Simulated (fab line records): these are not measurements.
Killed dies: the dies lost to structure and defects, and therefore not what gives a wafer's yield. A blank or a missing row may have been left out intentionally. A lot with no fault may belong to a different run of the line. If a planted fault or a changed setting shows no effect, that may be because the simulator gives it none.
Split-lot study / flow sfq line / route with 325 steps; 5 lots, 23 wafers read

== ABOUT THE SPLIT ==
At SFQ_TRILAYER_M6_DEP_SPUTTER_157 (material Nb, target thk 200 nm, time 133.3 s), the setting time s was moved away from the recipe's 133.3 s on 5 of the 23 wafers read, by +6.2% to +8.0%. All remaining wafers had this setting at the recipe value.

== FROM THE SPLIT TO THE READING: what the file shows between them, 6 steps ==
- SFQ_M6_RS_MEAS_938: measures by four-point-probe
- SFQ_TRILAYER_M6_LITHO_COAT_164: resist thk 62 nm (also split here: spin rpm)
- SFQ_TRILAYER_M6_LITHO_COAT_159: resist thk 600 nm
- SFQ_TRILAYER_M6_LITHO_SOFTBAKE_163
- SFQ_TRILAYER_M6_LITHO_DEVELOP_161: time 60 s
- SFQ_TRILAYER_M6_BARC_OPEN_METAL_ETCH_206: etches BARC in O2, target depth 125 nm, time 41.7 s

== THE READING ==
oes product au, in a.u., at SFQ_TRILAYER_M6_ETCH_METAL_ETCH_162 (etches Nb in Cl2/Ar, stops on SiO2, target depth 240 nm, time 120 s). Typical for fault-free wafers on this fab line: 0.889 a.u., with standard deviation 0.0056 a.u.

wafer=L074.2; tool, chamber at the split=pvd sputter-04, -; time s as run, s=133.3; against the recipe=recipe; oes product au, a.u.=0.894; against lot-mates on the recipe=-
wafer=L074.3; tool, chamber at the split=pvd sputter-04, -; time s as run, s=133.3; against the recipe=recipe; oes product au, a.u.=0.887; against lot-mates on the recipe=-
wafer=L074.4; tool, chamber at the split=pvd sputter-04, -; time s as run, s=133.3; against the recipe=recipe; oes product au, a.u.=0.887; against lot-mates on the recipe=-
wafer=L074.5; tool, chamber at the split=pvd sputter-04, -; time s as run, s=133.3; against the recipe=recipe; oes product au, a.u.=0.887; against lot-mates on the recipe=-
wafer=L074.6; tool, chamber at the split=pvd sputter-04, -; time s as run, s=133.3; against the recipe=recipe; oes product au, a.u.=0.884; against lot-mates on the recipe=-
wafer=L079.1; tool, chamber at the split=pvd sputter-05, -; time s as run, s=133.3; against the recipe=recipe; oes product au, a.u.=0.883; against lot-mates on the recipe=-
wafer=L079.3; tool, chamber at the split=pvd sputter-05, -; time s as run, s=133.3; against the recipe=recipe; oes product au, a.u.=0.897; against lot-mates on the recipe=-
wafer=L079.6; tool, chamber at the split=pvd sputter-05, -; time s as run, s=133.3; against the recipe=recipe; oes product au, a.u.=0.888; against lot-mates on the recipe=-
wafer=L081.1; tool, chamber at the split=pvd sputter-04, -; time s as run, s=133.3; against the recipe=recipe; oes product au, a.u.=0.883; against lot-mates on the recipe=-
wafer=L081.2; tool, chamber at the split=pvd sputter-04, -; time s as run, s=143.9; against the recipe=+8.0%; oes product au, a.u.=0.935; against lot-mates on the recipe=+0.048
wafer=L081.3; tool, chamber at the split=pvd sputter-04, -; time s as run, s=143.9; against the recipe=+8.0%; oes product au, a.u.=0.929; against lot-mates on the recipe=+0.042
wafer=L081.4; tool, chamber at the split=pvd sputter-04, -; time s as run, s=133.3; against the recipe=recipe; oes product au, a.u.=0.891; against lot-mates on the recipe=-
wafer=L081.6; tool, chamber at the split=pvd sputter-04, -; time s as run, s=143.9; against the recipe=+8.0%; oes product au, a.u.=0.932; against lot-mates on the recipe=+0.045
wafer=L084.1; tool, chamber at the split=pvd sputter-05, -; time s as run, s=133.3; against the recipe=recipe; oes product au, a.u.=0.887; against lot-mates on the recipe=-
wafer=L084.3; tool, chamber at the split=pvd sputter-05, -; time s as run, s=133.3; against the recipe=recipe; oes product au, a.u.=0.880; against lot-mates on the recipe=-
wafer=L084.4; tool, chamber at the split=pvd sputter-05, -; time s as run, s=133.3; against the recipe=recipe; oes product au, a.u.=0.899; against lot-mates on the recipe=-
wafer=L084.5; tool, chamber at the split=pvd sputter-05, -; time s as run, s=133.3; against the recipe=recipe; oes product au, a.u.=0.890; against lot-mates on the recipe=-
wafer=L084.6; tool, chamber at the split=pvd sputter-05, -; time s as run, s=133.3; against the recipe=recipe; oes product au, a.u.=0.885; against lot-mates on the recipe=-
wafer=L085.2; tool, chamber at the split=pvd sputter-05, -; time s as run, s=141.5; against the recipe=+6.2%; oes product au, a.u.=0.927; against lot-mates on the recipe=+0.036
wafer=L085.3; tool, chamber at the split=pvd sputter-05, -; time s as run, s=133.3; against the recipe=recipe; oes product au, a.u.=0.891; against lot-mates on the recipe=-
wafer=L085.4; tool, chamber at the split=pvd sputter-05, -; time s as run, s=141.5; against the recipe=+6.2%; oes product au, a.u.=0.925; against lot-mates on the recipe=+0.034
wafer=L085.5; tool, chamber at the split=pvd sputter-05, -; time s as run, s=133.3; against the recipe=recipe; oes product au, a.u.=0.893; against lot-mates on the recipe=-
wafer=L085.6; tool, chamber at the split=pvd sputter-05, -; time s as run, s=133.3; against the recipe=recipe; oes product au, a.u.=0.889; against lot-mates on the recipe=-

FIT RESULTS
A straight line over all 23 wafers: oes product au changes by +0.00562 a.u. for each +1% of time s; r = +0.97; the points scatter about the line by 0.0047 a.u.
The same after taking each lot's own level away (the mean of its wafers on the recipe; 23 wafers): +0.00567 a.u. for each +1%; r = +0.97; scatter 0.0044 a.u.
The reading moves by 0.045 a.u. for the largest change in time s, on that fit.
Measured against the standard deviation above, the lots' own levels, which go from 0.8870 to 0.8910 a.u., span 0.7 times it.
The two slopes agree, so the slope changes little with the lot-to-lot level.
Check: for one of the wafers moved furthest among these (+8.0%), held out of the fit, the line's prediction against its lot-mates is +0.0442 a.u. It came out at +0.048 a.u. against them.

== OTHER SPLITS ON THESE WAFERS ==
Other splits were also applied to these wafers ahead of the reading. Each is held against what the fit with the lots' levels taken away leaves over:
other split on the same wafers=SFQ_TRILAYER_R5_DEP_SPUTTER_133 power w; wafers away from the commonest value=5; r with oes product au (lot level and that fit taken away)=-0.04
other split on the same wafers=SFQ_TRILAYER_R5_LITHO_PEB_139 peb time s; wafers away from the commonest value=9; r with oes product au (lot level and that fit taken away)=-0.08
other split on the same wafers=SFQ_TRILAYER_I5_LITHO_COAT_144 spin rpm; wafers away from the commonest value=9; r with oes product au (lot level and that fit taken away)=-0.14
other split on the same wafers=SFQ_TRILAYER_I5_ETCH_VIA_ETCH_147 bias w; wafers away from the commonest value=8; r with oes product au (lot level and that fit taken away)=+0.18
other split on the same wafers=SFQ_TRILAYER_C5_BARC_OPEN_VIA_ETCH_210 bias w; wafers away from the commonest value=7; r with oes product au (lot level and that fit taken away)=+0.11
other split on the same wafers=SFQ_TRILAYER_M6_LITHO_COAT_164 spin rpm; wafers away from the commonest value=5; r with oes product au (lot level and that fit taken away)=+0.11

== THE WHOLE CHAIN: every reading that the file lists as answering this split, in the file's order ==
step=SFQ_TRILAYER_M6_DEP_SPUTTER_157; what it does=material Nb, target thk 200 nm, time 133.3 s; reading=Nb_of_TRILAYER_M6_DEP_SPUTTER_157.thk nm (the simulator's own value, which no gauge read); change (the file's fit)=+2.03 nm for each +1% of the setting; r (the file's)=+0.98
step=SFQ_M6_RS_MEAS_938; what it does=measures by four-point-probe; reading=M6_NB_RS; change (the file's fit)=-0.00862 for each +1% of the setting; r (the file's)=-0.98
step=SFQ_TRILAYER_M6_ETCH_METAL_ETCH_162; what it does=etches Nb in Cl2/Ar, stops on SiO2, target depth 240 nm, time 120 s; reading=oes product au; change (the file's fit)=+0.00564 a.u. for each +1% of the setting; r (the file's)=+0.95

== FILE'S OWN FIT ==
oes product au changes by +0.00564 a.u. for each +1% of time s, r = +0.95.
